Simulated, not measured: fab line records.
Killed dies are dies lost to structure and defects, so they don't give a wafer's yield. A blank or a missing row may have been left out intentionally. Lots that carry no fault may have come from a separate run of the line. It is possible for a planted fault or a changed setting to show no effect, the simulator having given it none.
Chamber matching | flow sky130 | 4 sister chambers for SKY_LI_CONTACT_CMP_24 on cmp-02
The step polishes, stops on PSG, t overpolish 20 s, target thk 0 nm. 16 wafers are shown with their chamber, then 8 later ones without.

WAFERS PAIRED WITH THEIR CHAMBERS
wafer  | chamber | motor current A (A) | overpolish run s (s) | time to endpoint s (s)
L800.2 | 2       | 10.3                | 19.985               | 98
L800.3 | 1       | 11.0                | 19.999               | 94
L800.4 | 3       | 10.2                | 20.004               | 99
L804.1 | 0       | 10.9                | 20.008               | 98
L804.2 | 1       | 11.7                | 19.997               | 94
L804.5 | 1       | 11.7                | 20.007               | 97
L808.1 | 1       | 11.7                | 19.999               | 100
L808.2 | 0       | 11.2                | 19.995               | 100
L808.6 | 0       | 11.3                | 20.005               | 100
L809.1 | 1       | 11.6                | 20.011               | 92
L809.2 | 3       | 10.6                | 19.998               | 101
L809.5 | 3       | 10.9                | 19.997               | 96
L813.1 | 1       | 11.5                | 20.002               | 100
L813.4 | 0       | 11.3                | 20.002               | 104
L813.5 | 3       | 10.4                | 19.998               | 98
L815.1 | 0       | 11.4                | 19.994               | 100

SIGNATURES (averages over the wafers above)
reading            | chamber 0 | chamber 1 | chamber 2 | chamber 3 | scatter within a chamber
motor current A    | 11.220    | 11.533    | 10.300    | 10.525    | 0.256
overpolish run s   | 20.00080  | 20.00250  | 19.98500  | 19.99925  | 0.00524
time to endpoint s | 100.40    | 96.17     | 98.00     | 98.50     | 2.72
Rule: a wafer's distance from a chamber is the root of the sum, over the readings, of the square of ((its reading less the chamber's mean) divided by the reading's scatter). The wafer belongs to the nearest chamber; if the next one is less than 2 further off, it can't be placed. The scatter: take each reading less its chamber's mean, square it, sum over the shown wafers, divide by the number of wafers less the number of chambers, and take the root.

WAFERS WITHOUT THEIR CHAMBER
wafer  | motor current A (A) | overpolish run s (s) | time to endpoint s (s)
L815.4 | 10.7                | 20.001               | 98
L815.6 | 10.5                | 20.016               | 96
L816.1 | 10.7                | 19.996               | 97
L816.2 | 10.4                | 20.009               | 95
L816.6 | 11.2                | 20.000               | 99
L819.3 | 10.5                | 20.002               | 98
L819.5 | 10.2                | 20.002               | 100
L819.6 | 10.9                | 20.000               | 97

WHICH CHAMBER EACH WENT THROUGH
wafer  | from the rows above          | in truth
L815.4 | can't be placed: 3 or 0      | 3
L815.6 | can't be placed: 3 or 0 or 1 | 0
L816.1 | can't be placed: 3 or 0 or 2 | 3
L816.2 | can't be placed: 3 or 0      | 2
L816.6 | can't be placed: 0 or 1      | 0
L819.3 | 3                            | 3
L819.5 | can't be placed: 3 or 2      | 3
L819.6 | can't be placed: 3 or 0 or 1 | 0
Placed correctly: 1 of 8. Cannot be placed on the basis of these rows: 7; the candidates contain the true chamber in 6. 0 placed wrongly.
